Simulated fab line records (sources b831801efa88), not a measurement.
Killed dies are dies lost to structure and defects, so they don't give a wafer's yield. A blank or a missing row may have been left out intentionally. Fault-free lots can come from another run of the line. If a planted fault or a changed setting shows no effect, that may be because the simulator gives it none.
Struck lot and sound lot, side by side    flow gf180mcu    15 out of 602 route steps
Sound: wafers L678.1, L678.2, L678.3. The struck wafers were L689.2, L689.5, L689.6. Last of all comes the cause.
Per side, at each step with rows, come the tool, then ch with its chambers, and then its first start. Under that, the readings that differ: sound wafers    struck wafers    difference of the means    sigmas: that difference in standard deviations of wafers without a fault.
alike: same words and numbers on both sides, and readings whose means sit less than 2 such deviations apart. not compared: any withheld reading, any reading some wafer has no value for, any bound like >300 that may hide the same value, and any number with overlapping values for which the record gives no deviation.
The two part at a step that has a row with sigmas, a row that says differs or no value, or rows on one side only. When numbers do not overlap yet have no deviation, they are printed without sigmas and do not part them. A reading missing from all wafers of one side parts the sides only when that side holds two or more wafers.

first, 6 steps without rows for these wafers: GF_HV_LDD_HMDS_01 (prime time 60 s); GF_HV_LDD_COAT_02 (resist thk 1000 nm); GF_HV_LDD_SOFTBAKE_03 (time 60 s); GF_HV_LDD_EXPOSE_04 (exposes mask Nplus LV AREA, target cd 400 nm); GF_HV_LDD_PEB_05; GF_HV_LDD_DEVELOP_06 (develop time 60 s).
GF_HV_LDD_CD_MEAS_07: the cd target is 400 nm.
  sound on cd-sem-01 at day 11 03:34; struck on cd-sem-01 at day 14 06:32
  alike: cd-nm
GF_HV_LDD_OVL_MEAS_08:
  sound on overlay-01 at day 11 03:41; struck on overlay-02 at day 14 06:38
  alike: HV_LDD_OVL
after that, 1 step had no rows for these wafers: GF_HV_LDD_IMPLANT_09.
GF_HV_LDD_STRIP_10: strips in O2/N2.
  sound on plasma-asher-02 ch 0,1, day 11 03:52; struck on plasma-asher-03 ch 0,1, day 14 06:49
  alike: chamber-pressure-mTorr, drypump-motor-current-A, heater-power-w, o2-flow-sccm, oes-product-au, strip-time-to-endpoint-s
  not compared: rf-hours-counter-h
GF_HV_LDD_TW_MEAS_11:
  sound on film-metro-02 at day 11 03:58; struck on film-metro-02 at day 14 06:56
  alike: HV_LDD_TW
then, 1 step without rows for these wafers: GF_HV_LDD_DEHYDRATE_12 (time 60 s).
GF_HV_LDD_HMDS_13: prime time 60 s.
  sound on litho-track-04 ch 0, day 11 12:59; struck on litho-track-04 ch 0, day 14 16:46
reading           sound                 struck                difference  sigmas
prime-temp-c (C)  120.00 119.91 120.16  126.64 126.65 126.54  +6.59       +51
  alike: exhaust-pa
then, 2 steps without rows for these wafers: GF_HV_LDD_COAT_14 (resist thk 1000 nm); GF_PASSIVATION_PROBE_99.

== WHERE THEY PART ==
Only at GF_HV_LDD_HMDS_13, within this record.

WHY: what had been put in by the simulator
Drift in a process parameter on litho-track-04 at GF_HV_LDD_HMDS_13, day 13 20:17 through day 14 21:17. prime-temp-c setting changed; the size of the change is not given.
